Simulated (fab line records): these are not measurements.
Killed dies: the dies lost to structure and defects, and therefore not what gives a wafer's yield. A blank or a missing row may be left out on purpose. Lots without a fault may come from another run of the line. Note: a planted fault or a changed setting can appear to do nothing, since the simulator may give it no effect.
fab line records	flow gf180mcu
record: lots: 12	wafers: 34	last_day: 34
route steps=602 shown LVPWELL@61 SAB@264 V1@358 V4@497
lots that met no fault: taken from a fault-free run of the same line
start_h: hours from the record's first day to the start of the lot's first wafer shown	wait_h: how many hours have passed since the lot's step before this one	" identical to the entry in the row above	L1.1+2: several wafers, shown together as one row	- no value present, or no start provided	* or withheld: withheld	< > ~ a bound
route shown NAME@n: names a module that has steps shown in the file, with the first one's number in the route	usual: mean/standard deviation taken from wafers without a fault	same: alike in all rows	chamber/n: place in a boat	sites: per-site readings	_std_site: standard deviation across them	_edge_site: the outer-site mean with the inner-site mean subtracted	radius_mm: how far each site lies from the wafer's centre	mask NAME#n: copy n	behind: the most recent tool/chamber to have shaped the wafer	hold: why the lot went on hold/how many hours it stayed there/how the hold came to an end	device: the n, p or np transistor that did not switch	end of line: the route-end tests of the same wafers	for a step that has no rows: nothing shown but its recipe	killed: the dies lost at the first sort to structure and to defects; this is not the yield of the wafer	map: a wafer's dies, marking killed ones x, the rest . and places with no die _
set.NAME: the setting as run; set.NAME@STEP: as run at that earlier step	model.NAME: the simulator's own value behind a step, which no gauge read
a sample of lots followed through the steps of the route, with each step as a table and each wafer as a row
services: from which hour (start_h, from the record's first day; less than 0 if before it) a tool's chamber was out of use, for how many hours, and why
== steps ==
step: GF_LVPWELL_OVL_MEAS_07
usual: LVPWELL_OVL: -0.4/1.4
lot.wafer	tool	chamber	start_h	wait_h	LVPWELL_OVL[nm]
L659.1	overlay-02	-	78.41	-	1.4
L659.2	"	-	"	"	0.8
L659.4	"	-	"	"	1.4
L660.1	overlay-02	-	83.84	-	-1.0
L660.4	"	-	"	"	-0.6
L660.5	"	-	"	"	-2.5
L662.1	overlay-01	-	97.24	-	-0.6
L662.3	"	-	"	"	-1.3
L662.6	"	-	"	"	-0.7
L665.1	overlay-02	-	106.96	-	-0.3
L665.5	"	-	"	"	-0.8
L667.1	overlay-01	-	117.99	-	-1.4
L667.5	"	-	"	"	-1.2
L674.1	overlay-02	-	162.61	-	0.5
L674.3	"	-	"	"	-1.0
L674.4	"	-	"	"	0.1
L675.1	overlay-02	-	168.21	-	3.2
L675.2	"	-	"	"	2.4
L675.6	"	-	"	"	1.6
L676.1	overlay-02	-	173.11	-	-1.0
L676.2	"	-	"	"	-0.2
L676.6	"	-	"	"	-1.1
L679.1	overlay-01	-	178.96	-	-2.0
L679.3	"	-	"	"	-0.6
L679.4	"	-	"	"	-2.1
L680.2	overlay-02	-	189.92	-	1.3
L680.4	"	-	"	"	-0.4
L680.5	"	-	"	"	1.5
L681.1	overlay-01	-	192.09	-	-1.0
L681.4	"	-	"	"	-0.9
L681.6	"	-	"	"	-1.6
L682.3	overlay-01	-	195.25	-	-0.4
L682.4	"	-	"	"	-0.2
L682.6	"	-	"	"	-1.3
step: GF_SAB_CVD_00
recipe: material: SiO2	target_thk_nm: 50	precursor: TEOS	temp_c: 400	time_s: 4.9302	rf_w: 600
usual: heater_power_w: 659/110
lot.wafer	tool	chamber	start_h	wait_h	heater_power_w
L659.1	pecvd-02	2	324.70	0.1	764
L659.2	"	0	"	"	673
L659.4	"	2	"	"	730
L660.1	pecvd-01	2	334.00	0.1	548
L660.4	"	1	"	"	644
L660.5	"	0	"	"	547
L662.1	pecvd-02	2	353.75	0.1	896
L662.3	"	0	"	"	746
L662.6	"	0	"	"	731
L665.1	pecvd-04	1	367.93	0.1	599
L665.5	"	0	"	"	703
L667.1	pecvd-04	1	392.00	0.1	533
L667.5	"	0	"	"	708
L674.1	pecvd-04	0	457.95	0.1	718
L674.3	"	2	"	"	720
L674.4	"	1	"	"	599
L675.1	pecvd-01	0	464.45	0.1	583
L675.2	"	1	"	"	557
L675.6	"	2	"	"	518
L676.1	pecvd-02	2	475.80	0.1	872
L676.2	"	1	"	"	494
L676.6	"	2	"	"	889
L679.1	pecvd-02	2	487.52	0.1	880
L679.3	"	2	"	"	880
L679.4	"	1	"	"	609
L680.2	pecvd-02	1	494.42	0.1	586
L680.4	"	1	"	"	572
L680.5	"	2	"	"	833
L681.1	pecvd-01	0	502.15	0.1	597
L681.4	"	0	"	"	579
L681.6	"	2	"	"	603
L682.3	pecvd-02	1	504.90	0.1	592
L682.4	"	1	"	"	590
L682.6	"	2	"	"	830
step: GF_V1_CVD_23
recipe: material: W	target_thk_nm: 350	time_s: 105.05	temp_c: 400	pressure_torr: 40
usual: chamber_pressure_Torr: 40.00/0.084	heater_power_w: 868/29
lot.wafer	tool	chamber	start_h	wait_h	chamber_pressure_Torr	heater_power_w
L659.1	cvd_w-02	1	418.27	0.0	40.05	847
L659.2	"	0	"	"	39.80	882
L659.4	"	1	"	"	39.96	882
L660.1	cvd_w-02	0	427.93	0.0	39.97	859
L660.4	"	0	"	"	39.96	885
L660.5	"	0	"	"	40.05	863
L662.1	cvd_w-01	0	452.92	0.0	39.76	805
L662.3	"	0	"	"	39.98	788
L662.6	"	1	"	"	40.04	886
L665.1	cvd_w-02	1	467.13	0.0	40.04	879
L665.5	"	0	"	"	40.05	860
L667.1	cvd_w-02	1	490.78	0.0	40.00	876
L667.5	"	1	"	"	39.95	872
L674.1	cvd_w-02	0	557.70	0.0	40.03	887
L674.3	"	0	"	"	40.12	872
L674.4	"	1	"	"	40.07	864
L675.1	cvd_w-02	1	564.66	0.0	39.83	882
L675.2	"	0	"	"	40.02	887
L675.6	"	1	"	"	40.00	902
L676.1	cvd_w-02	1	572.57	0.0	40.01	916
L676.2	"	0	"	"	40.04	883
L676.6	"	0	"	"	39.98	878
L679.1	cvd_w-02	0	583.51	0.0	39.99	880
L679.3	"	1	"	"	40.06	904
L679.4	"	0	"	"	40.03	863
L680.2	cvd_w-02	0	590.13	0.0	40.02	891
L680.4	"	0	"	"	40.02	900
L680.5	"	1	"	"	40.08	887
L681.1	cvd_w-01	1	596.97	0.0	39.91	861
L681.4	"	0	"	"	39.91	780
L681.6	"	0	"	"	39.97	797
L682.3	cvd_w-02	0	600.14	0.1	40.01	895
L682.4	"	1	"	"	39.86	866
L682.6	"	1	"	"	39.99	877
step: GF_V1_RS_MEAS_24
recipe: thk_meas_gauge: four-point-probe	reads: W_of_V1_CVD_23+TiN_of_V1_SPUTTER_22+Ti_of_V1_SPUTTER_21
usual: V1_W_RS: 0.326/0.0035
lot.wafer	tool	chamber	start_h	wait_h	V1_W_RS[ohm/sq]
L659.1	film_metro-01	-	418.38	0.1	0.326
L659.2	"	-	"	"	0.321
L659.4	"	-	"	"	0.325
L660.1	film_metro-01	-	428.04	0.1	0.324
L660.4	"	-	"	"	0.324
L660.5	"	-	"	"	0.323
L662.1	film_metro-04	-	453.04	0.1	0.335
L662.3	"	-	"	"	0.332
L662.6	"	-	"	"	0.329
L665.1	film_metro-03	-	467.24	0.1	0.327
L665.5	"	-	"	"	0.183
L667.1	film_metro-04	-	490.89	0.1	0.331
L667.5	"	-	"	"	0.186
L674.1	film_metro-04	-	557.86	0.1	0.330
L674.3	"	-	"	"	0.327
L674.4	"	-	"	"	0.332
L675.1	film_metro-01	-	564.77	0.1	0.320
L675.2	"	-	"	"	0.321
L675.6	"	-	"	"	0.325
L676.1	film_metro-03	-	572.69	0.1	0.330
L676.2	"	-	"	"	0.320
L676.6	"	-	"	"	0.318
L679.1	film_metro-04	-	583.62	0.1	0.327
L679.3	"	-	"	"	0.330
L679.4	"	-	"	"	0.325
L680.2	film_metro-03	-	590.26	0.1	0.323
L680.4	"	-	"	"	0.319
L680.5	"	-	"	"	0.326
L681.1	film_metro-01	-	597.08	0.1	0.326
L681.4	"	-	"	"	0.330
L681.6	"	-	"	"	0.337
L682.3	film_metro-03	-	600.26	0.1	0.321
L682.4	"	-	"	"	0.323
L682.6	"	-	"	"	0.322
step: GF_V1_THK_MEAS_25
recipe: thk_meas_gauge: xrf	reads: W_of_V1_CVD_23
usual: V1_W_THK: 354/4.3
lot.wafer	tool	chamber	start_h	wait_h	V1_W_THK[nm]
L659.1	film_metro-01	-	418.50	0.1	356
L659.2	"	-	"	"	361
L659.4	"	-	"	"	356
L660.1	film_metro-01	-	428.16	0.1	355
L660.4	"	-	"	"	356
L660.5	"	-	"	"	359
L662.1	film_metro-04	-	453.16	0.1	344
L662.3	"	-	"	"	345
L662.6	"	-	"	"	353
L665.1	film_metro-03	-	467.36	0.1	349
L665.5	"	-	"	"	-
L667.1	film_metro-04	-	491.01	0.1	350
L667.5	"	-	"	"	-
L674.1	film_metro-04	-	557.98	0.1	352
L674.3	"	-	"	"	354
L674.4	"	-	"	"	348
L675.1	film_metro-01	-	564.89	0.1	366
L675.2	"	-	"	"	362
L675.6	"	-	"	"	357
L676.1	film_metro-03	-	572.81	0.1	348
L676.2	"	-	"	"	359
L676.6	"	-	"	"	359
L679.1	film_metro-04	-	583.74	0.1	359
L679.3	"	-	"	"	355
L679.4	"	-	"	"	362
L680.2	film_metro-03	-	590.37	0.1	357
L680.4	"	-	"	"	360
L680.5	"	-	"	"	353
L681.1	film_metro-01	-	597.20	0.1	358
L681.4	"	-	"	"	353
L681.6	"	-	"	"	348
L682.3	film_metro-03	-	600.36	0.1	357
L682.4	"	-	"	"	355
L682.6	"	-	"	"	358
step: GF_V1_CMP_26
recipe: stop_on: SiO2	down_force_psi: 3.5	platen_rpm: 60	t_overpolish_s: 15	target_thk_nm: 0	pad_velocity_m_s: 0.94248
usual: head_pressure_psi: 3.499/0.0072	motor_current_A: 11.4/1.4	time_to_endpoint_s: 86/3.8
lot.wafer	tool	chamber	start_h	wait_h	head_pressure_psi	motor_current_A	time_to_endpoint_s
L659.4	cmp-02	2	418.61	0.1	3.496	10.2	80
L659.2	"	3	"	"	3.499	13.7	86
L659.1	"	0	"	"	3.504	12.6	82
L660.1	cmp-02	3	428.27	0.1	3.498	12.8	88
L660.4	"	1	"	"	3.500	10.5	89
L660.5	"	2	"	"	3.499	9.8	93
L662.3	cmp-01	0	453.27	0.1	3.509	12.1	85
L662.1	"	2	"	"	3.505	12.9	82
L662.6	"	0	"	"	3.508	12.9	89
L665.1	cmp-02	3	467.52	0.1	3.492	12.5	81
L665.5	"	2	"	"	3.496	10.6	149
L667.1	cmp-01	2	491.07	0.1	3.494	13.0	86
L667.5	"	2	"	"	3.504	12.6	156
L674.1	cmp-01	0	558.09	0.1	3.502	12.8	95
L674.3	"	1	"	"	3.500	11.8	85
L674.4	"	2	"	"	3.511	13.4	87
L675.2	cmp-01	1	565.00	0.1	3.501	11.0	81
L675.1	"	3	"	"	3.491	8.9	89
L675.6	"	0	"	"	3.504	12.3	91
L676.2	cmp-02	3	572.92	0.1	3.487	12.8	90
L676.1	"	0	"	"	3.510	12.1	89
L676.6	"	3	"	"	3.505	12.9	90
L679.4	cmp-01	3	583.80	0.0	3.510	8.2	88
L679.3	"	0	"	"	3.505	12.9	91
L679.1	"	1	"	"	3.501	12.1	80
L680.2	cmp-01	1	590.47	0.1	3.494	11.6	84
L680.4	"	3	"	"	3.495	8.6	89
L680.5	"	1	"	"	3.501	11.1	85
L681.1	cmp-01	2	597.26	0.1	3.506	12.6	81
L681.4	"	0	"	"	3.500	12.1	83
L681.6	"	2	"	"	3.510	13.2	81
L682.4	cmp-01	0	600.40	0.0	3.502	13.0	87
L682.3	"	3	"	"	3.496	8.7	83
L682.6	"	1	"	"	3.488	12.0	82
step: GF_V4_SPUTTER_21
recipe: material: Ti	target_thk_nm: 15	chamber_pressure_pa: 5	power_w: 2500	substrate_temp_c: 200	time_s: 80.02
usual: throttle_valve_pct: 29.9/1.3
lot.wafer	tool	chamber	start_h	wait_h	throttle_valve_pct
L659.1	pvd_sputter-03	-	567.65	0.0	29.7
L659.2	"	-	"	"	31.3
L659.4	"	-	"	"	31.0
L660.1	pvd_sputter-04	-	578.76	0.0	29.0
L660.4	"	-	"	"	29.2
L660.5	"	-	"	"	29.2
L662.1	pvd_sputter-02	-	598.44	0.0	31.2
L662.3	"	-	"	"	28.1
L662.6	"	-	"	"	28.1
L665.1	pvd_sputter-02	-	611.46	0.0	31.1
L665.5	"	-	"	"	31.5
L667.1	pvd_sputter-02	-	630.48	0.0	28.0
L667.5	"	-	"	"	31.3
L674.1	pvd_sputter-03	-	688.95	0.0	29.4
L674.3	"	-	"	"	30.8
L674.4	"	-	"	"	31.2
L675.1	pvd_sputter-04	-	694.74	0.0	29.3
L675.2	"	-	"	"	27.3
L675.6	"	-	"	"	29.4
L676.1	pvd_sputter-04	-	701.06	0.0	29.2
L676.2	"	-	"	"	30.7
L676.6	"	-	"	"	29.4
L679.1	pvd_sputter-04	-	710.52	0.0	30.9
L679.3	"	-	"	"	27.3
L679.4	"	-	"	"	29.3
L680.2	pvd_sputter-03	-	715.77	0.0	29.3
L680.4	"	-	"	"	29.3
L680.5	"	-	"	"	30.7
L681.1	pvd_sputter-02	-	720.77	0.0	31.9
L681.4	"	-	"	"	28.0
L681.6	"	-	"	"	32.1
L682.3	pvd_sputter-03	-	723.86	0.0	30.6
L682.4	"	-	"	"	29.5
L682.6	"	-	"	"	29.5
== services ==
tool	chamber	start_h	hours	kind
pecvd-02	1	323.90	20.1	repair
cmp-01	-	337.61	1.0	repair
cvd_w-02	-	349.25	3.7	repair
cmp-01	-	363.66	4.8	pm
pecvd-02	1	366.31	1.8	repair
pvd_sputter-04	-	367.73	2.4	repair
pecvd-02	-	368.88	14.0	pm
cvd_w-02	1	370.77	9.7	repair
pecvd-02	0	376.98	7.9	repair
cvd_w-02	-	390.00	14.0	pm
pecvd-02	-	402.55	14.6	pm
cvd_w-02	-	422.83	1.0	repair
pecvd-02	0	466.47	21.2	repair
cvd_w-02	-	491.51	4.0	repair
pecvd-02	0	494.08	8.3	repair
cvd_w-02	0	528.37	25.9	repair
pvd_sputter-04	-	533.78	4.7	repair
pvd_sputter-03	-	535.08	6.7	repair
cmp-01	-	572.25	4.0	pm
pecvd-02	0	582.30	4.6	repair
cmp-01	-	621.50	3.0	repair
cmp-01	-	628.74	1.9	repair
cmp-01	-	638.75	0.9	repair
pecvd-02	2	652.71	5.4	repair
== key ==
first_sign: step: GF_V1_RS_MEAS_24	reading: V1_W_RS	direction: down	sigmas: 40	usual: 0.326	struck: 0.184
effect: step: GF_V1_THK_MEAS_25	reading: V1_W_THK	direction: missing
effect: step: GF_V1_CMP_26	reading: time_to_endpoint_s	direction: up	sigmas: 18	usual: *	struck: *
met_at GF_V1_CVD_23
struck_lots L665,L667
struck_wafers L665.5,L667.5
not_acting_at GF_LVPWELL_OVL_MEAS_07,GF_SAB_CVD_00,GF_V4_SPUTTER_21
onset_between 427.93 467.13
fault: kind: process_parameter_drift	tool: cvd_w-02	chamber: -	onset_h: 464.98	steps: GF_V1_CVD_23	channel: target_thk_nm	offset: 267.35	shape: step	end_h: 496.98	scope: struck_wafers_only	acts_in: these_recipes_only	stated: 350
